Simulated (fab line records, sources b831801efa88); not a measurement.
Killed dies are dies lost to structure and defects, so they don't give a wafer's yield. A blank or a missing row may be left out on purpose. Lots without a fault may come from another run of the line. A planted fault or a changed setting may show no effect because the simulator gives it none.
Which tool did it? | flow sky130 | 24 lots, 72 wafers sampled, at 6 steps of a route of 708

WHAT THE GAUGES READ, wafer by wafer
SKY_GATE_OXIDE_OVL_MEAS_10. Usual: GATE_OXIDE_OVL -0.4 nm, standard deviation 1.3.
lot  | measured     | on         | GATE_OXIDE_OVL (nm) | flag
L074 | day 13 22:37 | overlay-01 | 0.3 0.4 -1.0        |
L075 | day 14 02:28 | overlay-01 | -1.9 -1.0 0.0       |
L076 | day 14 10:18 | overlay-01 | 0.2 0.2 -0.8        |
L077 | day 15 08:27 | overlay-02 | -1.4 0.0 -1.3       |
L078 | day 15 23:19 | overlay-02 | -0.5 -2.5 -1.7      |
L079 | day 16 04:51 | overlay-01 | -0.7 -0.5 -0.1      |
L080 | day 16 07:45 | overlay-02 | -0.4 -2.5 0.2       |
L081 | day 16 17:08 | overlay-01 | -0.9 0.2 -0.6       |
L082 | day 17 02:43 | overlay-01 | 1.7 1.3 0.9         |
L083 | day 17 13:03 | overlay-02 | -0.7 -1.1 -1.8      |
L084 | day 17 13:21 | overlay-01 | 1.8 1.9 0.1         |
L085 | day 17 16:01 | overlay-01 | 0.0 -1.6 -0.2       |
L086 | day 18 06:28 | overlay-01 | 1.5 1.9 2.2         |
L087 | day 18 11:04 | overlay-02 | 0.3 1.9 0.6         |
L088 | day 19 02:50 | overlay-01 | 0.5 0.6 1.6         |
L089 | day 19 05:25 | overlay-02 | -1.7 -2.4 -0.4      |
L090 | day 19 17:11 | overlay-01 | -2.5 -2.1 -2.0      |
L091 | day 20 03:13 | overlay-01 | -1.2 -3.3 -3.0      |
L092 | day 20 09:03 | overlay-02 | -0.4 -1.5 -1.0      |
L093 | day 20 11:23 | overlay-02 | -0.2 -1.5 -2.5      |
L094 | day 21 03:46 | overlay-01 | 0.1 -0.2 -0.2       |
L095 | day 21 14:29 | overlay-02 | -0.9 -1.1 -2.4      |
L096 | day 21 19:37 | overlay-01 | 0.1 1.5 2.0         |
L097 | day 22 06:10 | overlay-02 | 0.8 0.0 0.0         |

SKY_LI_CONTACT_BOW_MEAS_03. Usual: LI_CONTACT_BOW 56 um, standard deviation 6.1.
lot  | measured     | on            | LI_CONTACT_BOW (um) | flag
L074 | day 28 00:49 | film_metro-03 | 51 50 56            |
L075 | day 28 02:01 | film_metro-04 | 64 60 58            |
L076 | day 28 14:56 | film_metro-03 | 50 61 64            |
L077 | day 29 11:43 | film_metro-03 | 55 48 49            |
L078 | day 30 03:49 | film_metro-04 | 58 51 55            |
L079 | day 30 07:05 | film_metro-02 | 72 61 48            |
L080 | day 30 10:38 | film_metro-04 | 66 61 43            |
L081 | day 30 21:15 | film_metro-02 | 59 58 58            |
L082 | day 31 09:16 | film_metro-04 | 46 50 45            |
L083 | day 31 15:55 | film_metro-04 | 53 56 54            |
L084 | day 31 19:29 | film_metro-02 | 61 58 56            |
L085 | day 32 15:33 | film_metro-04 | 51 54 63            |
L086 | day 32 16:22 | film_metro-03 | 51 62 57            |
L087 | day 32 15:47 | film_metro-03 | 50 63 51            |
L088 | day 33 00:28 | film_metro-02 | 52 62 50            |
L089 | day 33 01:08 | film_metro-02 | 60 60 63            |
L090 | day 33 09:14 | film_metro-02 | 60 63 55            |
L091 | day 33 20:07 | film_metro-03 | 50 56 51            |
L092 | day 33 23:34 | film_metro-04 | 62 66 61            |
L093 | day 34 04:40 | film_metro-03 | 68 51 57            |
L094 | day 34 20:14 | film_metro-02 | 47 50 53            |
L095 | day 35 03:50 | film_metro-04 | 54 61 63            |
L096 | day 35 09:13 | film_metro-03 | 60 53 55            |
L097 | day 35 22:36 | film_metro-03 | 47 50 51            |

SKY_METAL1_RS_MEAS_05: measures by four-point-probe. Usual: METAL1_ALCU_RS 0.1265 ohm/sq, standard deviation 0.0018.
lot  | measured     | on            | METAL1_ALCU_RS (ohm/sq) | flag
L074 | day 31 16:21 | film_metro-02 | 0.1251 0.1276 0.1244    |
L075 | day 31 18:19 | film_metro-01 | 0.1243 0.1239 0.1252    |
L076 | day 32 05:33 | film_metro-02 | 0.1279 0.1279 0.1244    |
L077 | day 33 02:25 | film_metro-02 | 0.1253 0.1270 0.1249    |
L078 | day 33 19:02 | film_metro-01 | 0.1255 0.1255 0.1267    |
L079 | day 33 22:07 | film_metro-02 | 0.1272 0.1305 0.1296    |
L080 | day 34 01:16 | film_metro-02 | 0.1271 0.1250 0.1258    |
L081 | day 34 11:37 | film_metro-02 | 0.1224 0.1266 0.1232    |
L082 | day 34 22:46 | film_metro-04 | 0.1284 0.1290 0.1263    |
L083 | day 35 04:53 | film_metro-01 | 0.1290 0.1306 0.1274    |
L084 | day 35 07:28 | film_metro-04 | 0.1237 0.1254 0.1219    |
L085 | day 36 03:31 | film_metro-04 | 0.1300 0.1302 0.1299    |
L086 | day 36 04:23 | film_metro-04 | 0.1245 0.1266 0.1267    |
L087 | day 36 04:02 | film_metro-01 | 0.1265 0.1253 0.1263    |
L088 | day 36 12:22 | film_metro-01 | 0.1239 0.1251 0.1245    |
L089 | day 36 14:33 | film_metro-04 | 0.1259 0.1270 0.1295    |
L090 | day 36 20:40 | film_metro-01 | 0.1283 0.1284 0.1262    |
L091 | day 37 06:59 | film_metro-04 | 0.1256 0.1257 0.1247    |
L092 | day 37 10:43 | film_metro-01 | 0.1263 0.1258 0.1250    |
L093 | day 37 15:16 | film_metro-01 | 0.1258 0.1259 0.1245    |
L094 | day 38 07:07 | film_metro-04 | 0.1268 0.1274 0.1277    |
L095 | day 38 13:23 | film_metro-02 | 0.1269 0.1282 0.1288    |
L096 | day 38 20:15 | film_metro-02 | 0.1286 0.1251 0.1284    |
L097 | day 39 07:16 | film_metro-01 | 0.1272 0.1281 0.1287    |

SKY_CAP2M_OVL_MEAS_12. Usual: CAP2M_OVL -1.1 nm, standard deviation 1.6.
lot  | measured     | on         | CAP2M_OVL (nm) | flag
L074 | day 40 18:46 | overlay-02 | 0.5 -1.6 -0.9  |
L075 | day 40 19:40 | overlay-01 | 2.1 0.3 1.1    |
L076 | day 41 03:48 | overlay-02 | -1.2 -1.7 -1.2 |
L077 | day 41 23:26 | overlay-02 | 1.8 -0.6 1.6   |
L078 | day 42 15:34 | overlay-02 | -0.8 -1.2 -0.4 |
L079 | day 42 17:25 | overlay-01 | -0.4 -3.0 -1.2 |
L080 | day 42 20:11 | overlay-02 | -0.1 -0.4 -0.2 |
L081 | day 43 03:10 | overlay-01 | -0.4 -2.7 -1.0 |
L082 | day 43 14:36 | overlay-01 | 0.2 -0.8 1.5   |
L083 | day 43 22:10 | overlay-01 | -1.6 -1.6 -2.6 |
L084 | day 43 22:13 | overlay-02 | -0.9 -1.6 -2.0 |
L085 | day 44 15:07 | overlay-01 | 0.6 2.2 -0.5   |
L086 | day 44 17:49 | overlay-01 | 0.6 -1.0 -0.9  |
L087 | day 44 18:04 | overlay-02 | -3.3 -2.5 -1.2 |
L088 | day 44 22:05 | overlay-01 | -3.1 -4.4 -4.4 |
L089 | day 45 01:06 | overlay-02 | -2.3 -1.9 -1.5 |
L090 | day 45 05:06 | overlay-02 | -1.7 -0.5 -2.5 |
L091 | day 45 14:22 | overlay-01 | -0.6 -2.1 0.2  |
L092 | day 45 18:52 | overlay-01 | -3.4 -3.8 -1.5 |
L093 | day 45 20:53 | overlay-01 | -0.1 -1.7 -1.2 |
L094 | day 46 10:38 | overlay-02 | -4.8 -5.5 -3.2 |
L095 | day 46 16:09 | overlay-02 | -1.6 -2.4 -1.4 |
L096 | day 46 19:58 | overlay-02 | 1.3 -3.0 0.5   |
L097 | day 47 04:11 | overlay-02 | -1.2 1.4 2.1   |

WHICH TOOL RAN EACH LOT (tool, then ch and the chambers of the sampled wafers, then the start)
lot  | SKY_LI_CONTACT_CVD_21         | SKY_VIA1_CVD_21
L074 | cvd_w-02 ch 0,1, day 29 05:50 | cvd_w-01 ch 0,1, day 34 00:47
L075 | cvd_w-01 ch 0,1, day 29 07:01 | cvd_w-02 ch 0,1, day 34 01:44
L076 | cvd_w-02 ch 1, day 29 19:25   | cvd_w-02 ch 0,1, day 34 13:02
L077 | cvd_w-01 ch 0,1, day 30 16:35 | cvd_w-02 ch 0,1, day 35 10:07
L078 | cvd_w-01 ch 0,1, day 31 08:35 | cvd_w-02 ch 0,1, day 36 02:16
L079 | cvd_w-01 ch 0,1, day 31 11:19 | cvd_w-02 ch 0,1, day 36 05:26
L080 | cvd_w-01 ch 1, day 31 14:40   | cvd_w-02 ch 0,1, day 36 08:13
L081 | cvd_w-02 ch 0,1, day 32 01:42 | cvd_w-02 ch 0,1, day 36 18:30
L082 | cvd_w-01 ch 0,1, day 32 13:25 | cvd_w-01 ch 0,1, day 37 04:26
L083 | cvd_w-01 ch 0,1, day 32 19:26 | cvd_w-01 ch 1, day 37 12:09
L084 | cvd_w-01 ch 0,1, day 32 22:08 | cvd_w-02 ch 0,1, day 37 13:29
L085 | cvd_w-01 ch 0,1, day 33 18:53 | cvd_w-01 ch 0,1, day 38 09:25
L086 | cvd_w-01 ch 0,1, day 33 20:37 | cvd_w-01 ch 0,1, day 38 10:29
L087 | cvd_w-01 ch 1, day 33 19:20   | cvd_w-02 ch 0,1, day 38 10:05
L088 | cvd_w-02 ch 0,1, day 34 04:07 | cvd_w-01 ch 0,1, day 38 18:16
L089 | cvd_w-01 ch 0,1, day 34 05:16 | cvd_w-01 ch 0,1, day 38 20:17
L090 | cvd_w-01 ch 0,1, day 34 12:20 | cvd_w-01 ch 0,1, day 39 01:56
L091 | cvd_w-02 ch 0,1, day 34 22:48 | cvd_w-02 ch 0,1, day 39 12:00
L092 | cvd_w-02 ch 0,1, day 35 03:07 | cvd_w-01 ch 0,1, day 39 16:29
L093 | cvd_w-02 ch 0,1, day 35 07:38 | cvd_w-02 ch 1, day 39 19:33
L094 | cvd_w-02 ch 0,1, day 35 22:46 | cvd_w-01 ch 0,1, day 40 11:15
L095 | cvd_w-01 ch 0,1, day 36 06:45 | cvd_w-01 ch 0,1, day 40 16:14
L096 | cvd_w-02 ch 0,1, day 36 12:40 | cvd_w-02 ch 0,1, day 40 23:41
L097 | cvd_w-01 ch 0,1, day 37 00:34 | cvd_w-01 ch 0,1, day 41 10:00
- SKY_LI_CONTACT_CVD_21: deposits W, target thk 400 nm, time 120.56 s.
- SKY_VIA1_CVD_21: deposits W, target thk 270 nm, time 80.902 s.

WHAT THE TOOLS THEMSELVES READ (means of the sampled wafers that have a number; where no wafer has one, the mark that the record gives instead)
SKY_LI_CONTACT_CVD_21. Usual: heater_power_w 916 W, standard deviation 76.
lot  | tool     | heater_power_w (W) | flag
L074 | cvd_w-02 | 909                |
L075 | cvd_w-01 | 954                |
L076 | cvd_w-02 | 953                |
L077 | cvd_w-01 | 915                |
L078 | cvd_w-01 | 921                |
L079 | cvd_w-01 | 941                |
L080 | cvd_w-01 | 854                |
L081 | cvd_w-02 | 854                |
L082 | cvd_w-01 | 905                |
L083 | cvd_w-01 | 972                |
L084 | cvd_w-01 | 945                |
L085 | cvd_w-01 | 974                |
L086 | cvd_w-01 | 912                |
L087 | cvd_w-01 | 870                |
L088 | cvd_w-02 | 859                |
L089 | cvd_w-01 | 896                |
L090 | cvd_w-01 | 947                |
L091 | cvd_w-02 | 858                |
L092 | cvd_w-02 | 903                |
L093 | cvd_w-02 | 913                |
L094 | cvd_w-02 | 859                |
L095 | cvd_w-01 | 963                |
L096 | cvd_w-02 | 908                |
L097 | cvd_w-01 | 911                |

SKY_VIA1_CVD_21. Usual: heater_power_w 908 W, standard deviation 80.
lot  | tool     | heater_power_w (W) | flag
L074 | cvd_w-01 | 926                |
L075 | cvd_w-02 | 869                |
L076 | cvd_w-02 | 854                |
L077 | cvd_w-02 | 864                |
L078 | cvd_w-02 | 854                |
L079 | cvd_w-02 | 913                |
L080 | cvd_w-02 | 888                |
L081 | cvd_w-02 | 903                |
L082 | cvd_w-01 | 976                |
L083 | cvd_w-01 | 864                |
L084 | cvd_w-02 | 856                |
L085 | cvd_w-01 | 921                |
L086 | cvd_w-01 | 954                |
L087 | cvd_w-02 | 901                |
L088 | cvd_w-01 | 978                |
L089 | cvd_w-01 | 914                |
L090 | cvd_w-01 | 907                |
L091 | cvd_w-02 | 866                |
L092 | cvd_w-01 | 920                |
L093 | cvd_w-02 | 886                |
L094 | cvd_w-01 | 922                |
L095 | cvd_w-01 | 989                |
L096 | cvd_w-02 | 828                |
L097 | cvd_w-01 | 911                |

THE ANSWER, worked out from the rows above alone
Rule: a lot is off if the mean of its wafers that have a number lies more than 3 standard deviations from the usual mean. A lot without any number at a reading at which 4 lots or more have one is off too. The other lots that the step has rows for count as sound. The gauges are gone through in route order, then the tools' own readings, and for those a lot's mean is taken as printed above. The first step at which some lot is off is used, and at that step the reading that is off furthest; a lot without a number counts as furthest.
No lot is off at any reading shown: from this, nothing can be told.

WHAT THE SIMULATOR HAD PUT IN
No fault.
